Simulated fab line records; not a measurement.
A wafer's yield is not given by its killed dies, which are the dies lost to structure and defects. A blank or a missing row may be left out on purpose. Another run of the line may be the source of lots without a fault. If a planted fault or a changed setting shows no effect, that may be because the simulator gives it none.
Which of the tools did it? | flow sky130 | Sampling: 12 lots, 36 wafers, 4 of 708 route steps

== WHAT THE GAUGES SHOWED, per wafer ==
SKY_VIA3_RS_MEAS_22: a four-point-probe measurement. Usual: VIA3_W_RS typically reads 0.296 ohm/sq, with standard deviation 0.0031.
lot  | measured     | on           | VIA3_W_RS (ohm/sq) | flag
L681 | day 39 12:38 | filmMetro-01 | 0.293 0.293 0.291  | 
L682 | day 40 03:03 | filmMetro-01 | 0.298 0.297 0.295  | 
L683 | day 40 07:34 | filmMetro-01 | 0.296 0.295 0.297  | 
L686 | day 41 06:38 | filmMetro-04 | 0.295 0.300 0.300  | 
L688 | day 42 01:50 | filmMetro-04 | 0.295 0.299 0.299  | 
L691 | day 42 18:40 | filmMetro-04 | 0.293 0.300 0.298  | 
L693 | day 43 04:17 | filmMetro-02 | 0.296 0.295 0.295  | 
L697 | day 44 09:53 | filmMetro-02 | 0.294 0.302 0.303  | 
L698 | day 44 22:28 | filmMetro-02 | 0.292 0.292 0.293  | 
L700 | day 45 01:17 | filmMetro-04 | 0.298 0.298 0.296  | 
L703 | day 46 13:56 | filmMetro-04 | 0.292 0.297 0.290  | 
L702 | day 46 18:58 | filmMetro-02 | 0.291 0.299 0.296  | 

SKY_CAP2M_OVL_MEAS_12. Usual: CAP2M_OVL typically reads -0.1 nm, with standard deviation 1.6.
lot  | measured     | on         | CAP2M_OVL (nm) | flag
L681 | day 40 14:03 | overlay-01 | 0.5 -0.7 -0.6  | 
L682 | day 41 04:03 | overlay-01 | -1.7 -2.7 -1.1 | 
L683 | day 41 08:31 | overlay-01 | 0.5 -0.3 0.1   | 
L686 | day 42 06:45 | overlay-02 | 1.8 1.2 1.2    | 
L688 | day 43 00:49 | overlay-02 | -0.8 0.2 -0.1  | 
L691 | day 43 17:51 | overlay-01 | 2.1 1.9 2.6    | 
L693 | day 44 03:28 | overlay-02 | 0.1 1.3 0.6    | 
L697 | day 45 08:01 | overlay-02 | 2.0 3.5 3.2    | 
L698 | day 45 20:16 | overlay-01 | -3.4 -2.9 -3.6 | 
L700 | day 45 23:52 | overlay-02 | 1.9 0.6 1.2    | 
L703 | day 47 11:03 | overlay-01 | -0.1 -1.3 -1.3 | 
L702 | day 47 14:58 | overlay-02 | -1.3 0.9 -0.2  | 

== WHICH TOOL RAN EACH LOT (tool, then ch and the chambers of the sampled wafers, then the start) ==
lot  | SKY_METAL4_SPUTTER_02       | SKY_CAP2M_SPUTTER_02
L681 | pvdSputter-03, day 39 13:10 | pvdSputter-01, day 39 13:22
L682 | pvdSputter-02, day 40 03:35 | pvdSputter-04, day 40 03:46
L683 | pvdSputter-03, day 40 08:05 | pvdSputter-04, day 40 08:17
L686 | pvdSputter-03, day 41 07:10 | pvdSputter-01, day 41 07:21
L688 | pvdSputter-04, day 42 02:20 | pvdSputter-01, day 42 02:32
L691 | pvdSputter-03, day 42 19:11 | pvdSputter-04, day 42 19:23
L693 | pvdSputter-03, day 43 04:49 | pvdSputter-01, day 43 05:01
L697 | pvdSputter-04, day 44 10:22 | pvdSputter-04, day 44 10:34
L698 | pvdSputter-03, day 44 22:58 | pvdSputter-04, day 44 23:09
L700 | pvdSputter-03, day 45 02:00 | pvdSputter-04, day 45 02:11
L703 | pvdSputter-02, day 46 14:28 | pvdSputter-01, day 46 14:39
L702 | pvdSputter-03, day 46 19:29 | pvdSputter-01, day 46 19:41
- SKY_METAL4_SPUTTER_02: material AlCu, target thk 735 nm, time 39.1 s.
- SKY_CAP2M_SPUTTER_02: material TiN, target thk 200 nm, time 166.7 s.

== WHAT THE TOOLS THEMSELVES READ (means of the sampled wafers that have a number; where no wafer has one, the mark that the record gives instead) ==
SKY_METAL4_SPUTTER_02. Usual: chamberPressurePa 0.4000 Pa, standard deviation 0.00077; throttleValvePct 29.7 %, standard deviation 0.83.
lot  | tool          | chamberPressurePa (Pa) | throttleValvePct (%) | flag
L681 | pvdSputter-03 | 0.3997                 | 30.3                 | 
L682 | pvdSputter-02 | 0.4004                 | 29.7                 | 
L683 | pvdSputter-03 | 0.3998                 | 29.8                 | 
L686 | pvdSputter-03 | 0.3998                 | 29.6                 | 
L688 | pvdSputter-04 | 0.3999                 | 29.7                 | 
L691 | pvdSputter-03 | 0.3997                 | 29.8                 | 
L693 | pvdSputter-03 | 0.4003                 | 29.1                 | 
L697 | pvdSputter-04 | 0.4006                 | 30.2                 | 
L698 | pvdSputter-03 | 0.3996                 | 29.9                 | 
L700 | pvdSputter-03 | 0.3993                 | 29.2                 | 
L703 | pvdSputter-02 | 0.4004                 | 29.2                 | 
L702 | pvdSputter-03 | 0.4002                 | 29.8                 | 

SKY_CAP2M_SPUTTER_02. Usual: chamberPressurePa 0.4000 Pa, standard deviation 0.00082; susceptorTempC 300.00 C, standard deviation 0.2; throttleValvePct 29.5 %, standard deviation 1.1.
lot  | tool          | chamberPressurePa (Pa) | susceptorTempC (C) | throttleValvePct (%) | flag
L681 | pvdSputter-01 | 0.4011                 | 300.06             | 29.6                 | 
L682 | pvdSputter-04 | 0.4007                 | 300.03             | 30.1                 | 
L683 | pvdSputter-04 | 0.4003                 | 300.03             | 30.1                 | 
L686 | pvdSputter-01 | 0.3996                 | 300.20             | 28.8                 | 
L688 | pvdSputter-01 | 0.4058                 | 299.98             | 29.4                 | OFF
L691 | pvdSputter-04 | 0.3996                 | 299.92             | 30.1                 | 
L693 | pvdSputter-01 | 0.4060                 | 300.42             | 29.2                 | OFF
L697 | pvdSputter-04 | 0.3991                 | 300.16             | 28.9                 | 
L698 | pvdSputter-04 | 0.3993                 | 300.18             | 28.8                 | 
L700 | pvdSputter-04 | 0.3996                 | 299.85             | 30.8                 | 
L703 | pvdSputter-01 | 0.3991                 | 300.10             | 28.1                 | 
L702 | pvdSputter-01 | 0.4005                 | 299.78             | 28.3                 | 

== THE ANSWER, worked out from the rows above alone ==
Rule: a lot counts as off when the mean over its wafers that have a number is more than 3 standard deviations away from the usual mean. A lot without any number at a reading at which 4 lots or more have one is off too. The other lots that the step has rows for count as sound. Order of review: gauges by route order, followed by the tools' own readings, for which a lot's mean as printed above is used. The first step at which some lot is off is used, and at that step the reading that is off furthest; a lot without a number counts as furthest.
Off, at SKY_CAP2M_SPUTTER_02 on chamberPressurePa: L688, L693.
If a tool, at that step or one of the process steps before it, ran each lot that is off and ran no sound lot following the first of them, it fits. Of those tried, none fits.

== WHAT THE SIMULATOR HAD INSERTED ==
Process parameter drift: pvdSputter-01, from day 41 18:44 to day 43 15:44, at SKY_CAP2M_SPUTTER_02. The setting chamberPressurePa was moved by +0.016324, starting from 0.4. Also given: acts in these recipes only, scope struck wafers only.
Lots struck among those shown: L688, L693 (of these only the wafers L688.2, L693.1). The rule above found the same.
